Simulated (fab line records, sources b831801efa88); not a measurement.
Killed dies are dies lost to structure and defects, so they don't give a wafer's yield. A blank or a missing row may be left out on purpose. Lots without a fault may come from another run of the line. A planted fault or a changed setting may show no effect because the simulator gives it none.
Which tool did it? | flow sky130 | 11 lots, 33 wafers sampled, at 5 steps of a route of 708

WHAT THE GAUGES READ, wafer by wafer
SKY_PASSIVATION_THK_MEAS_03.
lot  | measured     | on            | PASSIVATION_CVD_02_THK (nm)
L142 | day 44 11:10 | film_metro-01 | 538 542 537
L143 | day 44 12:23 | film_metro-01 | 532 527 536
L144 | day 44 18:47 | film_metro-03 | 542 538 548
L146 | day 45 08:22 | film_metro-01 | 532 542 547
L149 | day 46 01:28 | film_metro-01 | 536 531 541
L153 | day 47 03:00 | film_metro-01 | 560 533 569
L155 | day 47 14:17 | film_metro-01 | 546 551 546
L156 | day 47 19:26 | film_metro-02 | 557 527 571
L160 | day 48 15:45 | film_metro-02 | 545 550 552
L161 | day 48 23:10 | film_metro-02 | 534 527 542
L163 | day 49 05:13 | film_metro-03 | 529 534 546

WHICH TOOL RAN EACH LOT (tool, then ch and the chambers of the sampled wafers, then the start)
lot  | SKY_LI_CONTACT_ETCH_14             | SKY_CONTACT_SPUTTER_23       | SKY_METAL4_ETCH_17                 | SKY_PASSIVATION_CVD_02
L142 | rie_diel-01 ch 0,1,3, day 29 18:10 | pvd_sputter-01, day 32 05:26 | rie_diel-04 ch 0,1,3, day 42 10:30 | pecvd-04 ch 1,2, day 44 10:56
L143 | rie_diel-04 ch 0,1,3, day 29 23:04 | pvd_sputter-01, day 32 09:54 | rie_diel-01 ch 1,2,3, day 42 10:55 | pecvd-01 ch 0,1, day 44 12:10
L144 | rie_diel-01 ch 0,2, day 30 05:25   | pvd_sputter-04, day 32 16:29 | rie_diel-04 ch 1,2,3, day 42 18:26 | pecvd-04 ch 0,1,2, day 44 18:34
L146 | rie_diel-04 ch 0,1, day 31 00:31   | pvd_sputter-02, day 33 11:40 | rie_diel-03 ch 0,2,3, day 43 08:07 | pecvd-03 ch 0,2, day 45 08:08
L149 | rie_diel-02 ch 1,2, day 31 20:10   | pvd_sputter-04, day 34 05:44 | rie_diel-04 ch 1,2, day 44 01:51   | pecvd-04 ch 1,2, day 46 01:15
L153 | rie_diel-04 ch 0,2, day 33 08:10   | pvd_sputter-01, day 35 17:03 | rie_diel-01 ch 1,2, day 45 05:25   | pecvd-04 ch 0,1, day 47 02:46
L155 | rie_diel-02 ch 0,1, day 33 23:55   | pvd_sputter-02, day 36 09:32 | rie_diel-04 ch 0,1, day 45 17:44   | pecvd-03 ch 0,1,2, day 47 14:08
L156 | rie_diel-01 ch 0,2, day 34 04:31   | pvd_sputter-04, day 36 13:12 | rie_diel-01 ch 0,3, day 45 22:49   | pecvd-04 ch 1,2, day 47 19:12
L160 | rie_diel-04 ch 2,3, day 35 07:55   | pvd_sputter-02, day 37 15:20 | rie_diel-03 ch 2,3, day 46 19:52   | pecvd-03 ch 0,2, day 48 15:31
L161 | rie_diel-01 ch 0,3, day 35 22:05   | pvd_sputter-02, day 38 05:11 | rie_diel-01 ch 0,2,3, day 47 05:31 | pecvd-01 ch 1,2, day 48 22:56
L163 | rie_diel-04 ch 0,1, day 36 03:25   | pvd_sputter-02, day 38 10:18 | rie_diel-01 ch 1,2,3, day 47 10:37 | pecvd-01 ch 0,1, day 49 04:58
- SKY_LI_CONTACT_ETCH_14: etches BARC in N2/H2, stops on SiO2, time 45.9 s, target depth 60 nm.
- SKY_CONTACT_SPUTTER_23: material TiN, target thk 20 nm, time 80 s.
- SKY_METAL4_ETCH_17: etches SiO2 in C4F8/O2/Ar, stops on TiN, time 3.9 s, target depth 15 nm.
- SKY_PASSIVATION_CVD_02: deposits Si3N4, target thk 540 nm.

WHAT THE TOOLS THEMSELVES READ (means of the sampled wafers that have a number; where no wafer has one, the mark that the record gives instead)
SKY_LI_CONTACT_ETCH_14.
lot  | tool        | chamber_pressure_mTorr (mTorr) | drypump_motor_current_A (A) | oes_product_au (a.u.) | throttle_valve_pct (%)
L142 | rie_diel-01 | 29.987                         | 5.9                         | 0.855                 | 13.233
L143 | rie_diel-04 | 30.003                         | 6.3                         | 0.855                 | 13.227
L144 | rie_diel-01 | 30.027                         | 5.7                         | 0.855                 | 13.224
L146 | rie_diel-04 | 30.018                         | 6.5                         | 0.857                 | 13.220
L149 | rie_diel-02 | 29.998                         | 5.6                         | 0.857                 | 13.222
L153 | rie_diel-04 | 29.978                         | 6.1                         | 0.853                 | 13.231
L155 | rie_diel-02 | 30.011                         | 6.1                         | 0.856                 | 13.230
L156 | rie_diel-01 | 30.000                         | 5.7                         | 0.855                 | 13.223
L160 | rie_diel-04 | 29.998                         | 5.6                         | 0.856                 | 13.229
L161 | rie_diel-01 | 30.022                         | 6.0                         | 0.856                 | 13.230
L163 | rie_diel-04 | 29.984                         | 6.5                         | 0.850                 | 13.229

SKY_CONTACT_SPUTTER_23.
lot  | tool           | throttle_valve_pct (%)
L142 | pvd_sputter-01 | 29.3
L143 | pvd_sputter-01 | 30.1
L144 | pvd_sputter-04 | 30.2
L146 | pvd_sputter-02 | 30.3
L149 | pvd_sputter-04 | 30.3
L153 | pvd_sputter-01 | 29.7
L155 | pvd_sputter-02 | 30.3
L156 | pvd_sputter-04 | 29.8
L160 | pvd_sputter-02 | 30.8
L161 | pvd_sputter-02 | 30.6
L163 | pvd_sputter-02 | 30.6

SKY_METAL4_ETCH_17.
lot  | tool        | chamber_pressure_mTorr (mTorr) | oes_product_au (a.u.)
L142 | rie_diel-04 | 40.00                          | 0.755
L143 | rie_diel-01 | 40.02                          | 0.757
L144 | rie_diel-04 | 40.01                          | 0.754
L146 | rie_diel-03 | 39.99                          | 0.759
L149 | rie_diel-04 | 40.00                          | 0.752
L153 | rie_diel-01 | 40.00                          | 0.755
L155 | rie_diel-04 | 39.95                          | 0.761
L156 | rie_diel-01 | 39.98                          | 0.763
L160 | rie_diel-03 | 39.99                          | 0.752
L161 | rie_diel-01 | 39.98                          | 0.755
L163 | rie_diel-01 | 40.02                          | 0.751

SKY_PASSIVATION_CVD_02.
lot  | tool     | heater_power_w (W)
L142 | pecvd-04 | 612
L143 | pecvd-01 | 665
L144 | pecvd-04 | 610
L146 | pecvd-03 | 688
L149 | pecvd-04 | 646
L153 | pecvd-04 | 646
L155 | pecvd-03 | 766
L156 | pecvd-04 | 618
L160 | pecvd-03 | 684
L161 | pecvd-01 | 675
L163 | pecvd-01 | 788

THE ANSWER, worked out from the rows above alone
Rule: what is usual is taken from the lots themselves. Put in order of their means at a reading, lots are off if they are a third of the lots or fewer, leave a main group of 4 or more, and stand apart from it by a gap of 3 or more times the standard deviation of the main group's means; of several such gaps the widest counts. A main group whose means are all the same, to the digits that the tables above print for the reading, isn't used. A lot without any number at a reading at which 4 lots or more have one is off too. The other lots that the step has rows for count as sound. The gauges are gone through in route order, then the tools' own readings, and for those a lot's mean is taken as printed above. The first step at which some lot is off is used, and at that step the reading that is off furthest; a lot without a number counts as furthest.
No lot is off at any reading shown: from this, nothing can be told.

WHAT THE SIMULATOR HAD PUT IN
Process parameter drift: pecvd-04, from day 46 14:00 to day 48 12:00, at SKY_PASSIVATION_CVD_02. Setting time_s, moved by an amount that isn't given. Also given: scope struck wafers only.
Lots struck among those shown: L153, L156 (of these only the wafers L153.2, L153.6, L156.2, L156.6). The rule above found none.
